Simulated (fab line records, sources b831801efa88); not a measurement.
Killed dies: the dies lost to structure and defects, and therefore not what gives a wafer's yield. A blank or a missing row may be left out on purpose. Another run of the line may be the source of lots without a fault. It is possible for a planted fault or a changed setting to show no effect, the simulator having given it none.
What tool caused it? -- flow sky130 -- Sampling: 13 lots, 39 wafers, 5 of 708 route steps

## WHAT THE GAUGES SHOWED, per wafer
SKY_NWELL_OVL_MEAS_23. Usual: NWELL_01_OVL typically reads 0.0 nm, with standard deviation 1.5.
lot,measured,on,NWELL_01_OVL (nm),flag
L383,day 5 09:40,overlay-02,-2.2 -3.1 -1.3,
L384,day 5 11:41,overlay-02,-0.4 -1.0 -0.7,
L385,day 5 19:25,overlay-01,3.7 3.5 3.0,
L388,day 6 14:34,overlay-02,-2.7 -1.4 -2.8,
L389,day 6 20:40,overlay-01,1.2 -0.5 1.1,
L391,day 7 06:46,overlay-01,0.5 1.7 2.6,
L396,day 9 01:13,overlay-01,-0.3 -0.1 -1.8,
L397,day 9 01:25,overlay-01,-0.5 -1.0 -0.4,
L402,day 10 00:05,overlay-01,-1.4 -0.2 -0.3,
L403,day 10 09:23,overlay-02,0.8 1.4 0.0,
L404,day 10 14:04,overlay-01,0.2 0.0 0.3,
L405,day 11 00:25,overlay-01,-0.7 -0.9 -3.5,
L406,day 11 03:25,overlay-02,-1.4 0.1 -0.7,

SKY_NWELL_RS_MEAS_29: measurement is done with a four-point probe. Usual: NWELL_RS typically reads 626.0 ohm/sq, with standard deviation 1.4.
lot,measured,on,NWELL_RS (ohm/sq),flag
L383,day 5 10:10,film-metro-02,626.9 627.9 627.1,
L384,day 5 12:13,film-metro-01,627.9 626.8 627.8,
L385,day 5 19:55,film-metro-04,624.9 626.5 624.7,
L388,day 6 15:03,film-metro-01,604.4 603.9 603.6,OFF
L389,day 6 21:11,film-metro-01,602.1 601.7 602.5,OFF
L391,day 7 07:18,film-metro-01,624.6 624.6 625.8,
L396,day 9 01:43,film-metro-01,625.1 625.7 627.0,
L397,day 9 01:57,film-metro-02,626.7 625.7 625.1,
L402,day 10 00:38,film-metro-04,624.3 624.0 625.8,
L403,day 10 09:55,film-metro-04,627.8 625.9 626.3,
L404,day 10 14:35,film-metro-01,626.5 625.4 624.4,
L405,day 11 00:55,film-metro-02,626.3 626.9 628.6,
L406,day 11 03:54,film-metro-02,628.5 626.8 629.2,

SKY_NWELL_RS_MEAS_31: measurement is done with a four-point probe. Usual: PWDE_RS typically reads 5288 ohm/sq, with standard deviation 16.
lot,measured,on,PWDE_RS (ohm/sq),flag
L383,day 5 10:24,film-metro-02,5280 5277 5280,
L384,day 5 12:27,film-metro-01,5302 5314 5322,
L385,day 5 20:10,film-metro-04,5290 5299 5285,
L388,day 6 15:17,film-metro-01,5273 5300 5300,
L389,day 6 21:25,film-metro-01,5285 5271 5287,
L391,day 7 07:32,film-metro-01,5299 5314 5285,
L396,day 9 01:57,film-metro-01,5288 5293 5265,
L397,day 9 02:11,film-metro-02,5304 5307 5277,
L402,day 10 00:53,film-metro-04,5278 5294 5288,
L403,day 10 10:09,film-metro-04,5288 5286 5301,
L404,day 10 14:49,film-metro-01,5263 5288 5267,
L405,day 11 01:10,film-metro-02,5284 5299 5263,
L406,day 11 04:08,film-metro-02,5267 5260 5271,

## WHAT TOOL EACH LOT RAN ON (gives the tool, then ch and the chambers of the sampled wafers, and finally the start)
lot,SKY_NWELL_IMPLANT_11,SKY_NWELL_RTA_28
L383,"implanter-04 ch 0, day 4 15:43","rtp-anneal-01 ch 0, day 5 10:04"
L384,"implanter-03 ch 0, day 4 17:36","rtp-anneal-02 ch 0, day 5 12:06"
L385,"implanter-01 ch 0, day 5 01:31","rtp-anneal-01 ch 0, day 5 19:49"
L388,"implanter-03 ch 0, day 5 20:41","rtp-anneal-02 ch 0, day 6 14:57"
L389,"implanter-03 ch 0, day 6 01:40","rtp-anneal-01 ch 0, day 6 21:04"
L391,"implanter-01 ch 0, day 6 11:35","rtp-anneal-02 ch 0, day 7 07:12"
L396,"implanter-04 ch 0, day 8 04:19","rtp-anneal-02 ch 0, day 9 01:37"
L397,"implanter-01 ch 0, day 8 04:35","rtp-anneal-01 ch 0, day 9 01:50"
L402,"implanter-03 ch 0, day 9 01:35","rtp-anneal-02 ch 0, day 10 00:32"
L403,"implanter-03 ch 0, day 9 11:16","rtp-anneal-01 ch 0, day 10 09:48"
L404,"implanter-03 ch 0, day 9 15:22","rtp-anneal-02 ch 0, day 10 14:28"
L405,"implanter-01 ch 0, day 10 01:39","rtp-anneal-02 ch 0, day 11 00:49"
L406,"implanter-03 ch 0, day 10 04:21","rtp-anneal-01 ch 0, day 11 03:48"
- SKY_NWELL_IMPLANT_11
- SKY_NWELL_RTA_28: time 30 s.

## AS READ BY THE TOOLS THEMSELVES (means over the sampled wafers that have a number; for cases with no such wafer, the mark the record gives instead)
SKY_NWELL_IMPLANT_11. Usual: 400.02 for beam-energy-keV, sd 0.12.
lot,tool,beam-energy-keV,flag
L383,implanter-04,400.01,
L384,implanter-03,400.10,
L385,implanter-01,399.85,
L388,implanter-03,470.41,OFF
L389,implanter-03,470.48,OFF
L391,implanter-01,400.07,
L396,implanter-04,400.07,
L397,implanter-01,399.92,
L402,implanter-03,399.93,
L403,implanter-03,400.13,
L404,implanter-03,400.09,
L405,implanter-01,400.00,
L406,implanter-03,399.99,

SKY_NWELL_RTA_28. Usual: lamp-power-pct 25.31 %, standard deviation 0.06; wafer_temp_C_max 1054.8, standard deviation 1.
lot,tool,lamp-power-pct (%),wafer_temp_C_max,flag
L383,rtp-anneal-01,25.26,1056.4,
L384,rtp-anneal-02,25.37,1054.3,
L385,rtp-anneal-01,25.28,1056.1,
L388,rtp-anneal-02,25.35,1055.2,
L389,rtp-anneal-01,25.27,1054.8,
L391,rtp-anneal-02,25.31,1055.4,
L396,rtp-anneal-02,25.33,1054.6,
L397,rtp-anneal-01,25.29,1054.5,
L402,rtp-anneal-02,25.26,1054.0,
L403,rtp-anneal-01,25.29,1055.2,
L404,rtp-anneal-02,25.35,1054.9,
L405,rtp-anneal-02,25.32,1054.4,
L406,rtp-anneal-01,25.33,1054.6,

## THE ANSWER, worked out from the rows above alone
Rule: take the mean of a lot's wafers that have a number; if it is more than 3 standard deviations from the usual mean, the lot is off. Also off: a lot with no number at a reading for which 4 or more lots have one. Any other lot the step has rows for is counted as sound. First the gauges in route order, then the tools' own readings, where a lot's mean is used as printed above. The first step at which some lot is off is used, and at that step the reading that is off furthest; a lot without a number counts as furthest.
Off: at SKY_NWELL_RS_MEAS_29 (NWELL_RS), L388, L389.
If a tool, at a process step before that reading, ran all the lots that are off and no sound lot after the first of them, it fits. Not tried: the gauges at SKY_NWELL_RS_MEAS_29; whatever is off there is also off at SKY_NWELL_IMPLANT_11, on other tools, and gauge error can't account for it. None of those tried fits.

## WHAT WAS PUT IN BY THE SIMULATOR
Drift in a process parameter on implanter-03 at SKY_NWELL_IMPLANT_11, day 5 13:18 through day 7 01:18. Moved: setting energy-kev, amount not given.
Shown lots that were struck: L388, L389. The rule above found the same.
